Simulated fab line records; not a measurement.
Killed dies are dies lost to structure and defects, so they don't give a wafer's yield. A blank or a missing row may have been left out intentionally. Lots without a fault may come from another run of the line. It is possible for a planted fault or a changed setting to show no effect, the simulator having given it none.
A single fault, viewed from 2 desks -- flow sky130 -- each desk has only its own numbers; what lay behind them comes last

## AT THE METROLOGY DESK
Lot by lot, what the gauges showed, no matter which tool ran the lot: averages of those sampled wafers that carry a number. A lot is out of limits, marked OUT, if its mean lies more than 4 standard deviations from the usual mean; the brackets give that distance.
Columns: A = cdNm at SKY_FIELD_ISO_CD_MEAS_13, usual 150.1 nm
lot,first seen here,A
L959,day 2 14:29,149.5
L960,day 2 19:43,150.2
L962,day 3 06:33,148.9
L963,day 3 13:40,149.0
L965,day 3 22:14,150.6
L966,day 4 03:31,149.5
L967,day 4 09:19,151.5
L968,day 4 16:01,150.7
L969,day 4 18:52,150.3
L971,day 5 03:59,152.5
L972,day 5 12:45,140.8 (-6.6) OUT
L977,day 6 12:47,141.9 (-5.9) OUT
L978,day 6 18:11,146.3
L980,day 7 06:19,146.6
Finding of this desk: L972, L977 out of limits; the first was L972 at day 5 12:45, on cdNm at SKY_FIELD_ISO_CD_MEAS_13. In limits: L959, L960, L962, L963, L965, L966, L967, L968, L969, L971, L978, L980.

## THE TOOL OWNER'S DESK: krfScanner-01
The tool's own readings at SKY_FIELD_ISO_EXPOSE_10 (exposes mask FOM, target cd 150 nm): means of the sampled wafers that have a number, for each lot that ran on this tool. A lot is out of limits, marked OUT, if its mean lies more than 4 standard deviations from the usual mean; the brackets give that distance.
Columns: A = exposureDoseMJCm2 at SKY_FIELD_ISO_EXPOSE_10, usual 28.19; B = focusOffsetNm at SKY_FIELD_ISO_EXPOSE_10, usual 0.0 nm; C = stageVelMmS at SKY_FIELD_ISO_EXPOSE_10, usual 499.98 mm/s
lot,first seen here,A,B,C
L959,day 2 07:44,28.37,1.0,500.03
L960,day 2 12:02,28.37,-0.7,499.89
L962,day 2 23:27,28.38,0.3,499.89
L965,day 3 14:26,28.38,0.2,499.79
L967,day 4 00:41,28.35,0.4,500.05
L968,day 4 07:40,28.41,-0.1,499.61
L972,day 5 04:29,29.89 (+8.5) OUT,-0.5,499.76
L977,day 6 03:06,29.55 (+6.8) OUT,0.2,499.65
Finding of this desk: L972, L977 out of limits; the first was L972 at day 5 04:29, on exposureDoseMJCm2 at SKY_FIELD_ISO_EXPOSE_10. In limits: L959, L960, L962, L965, L967, L968.

## TAKEN TOGETHER
On L972, L977, at day 5 04:29, an alarm was possible from the tool owner's desk.
Metrology desk: alarm possible at day 5 12:45 on L972, L977.
All the named lots went through SKY_FIELD_ISO_EXPOSE_10 on krfScanner-01.

## WHAT THE SIMULATOR PUT IN
Drift in process parameters on krfScanner-01 at SKY_FIELD_ISO_EXPOSE_10, starting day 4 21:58. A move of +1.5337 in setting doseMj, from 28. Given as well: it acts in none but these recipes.
Struck lots among those shown: L972, L977.
Fault start to first reading out of limits, in hours, per desk: tool owner, 7; metrology, 15.
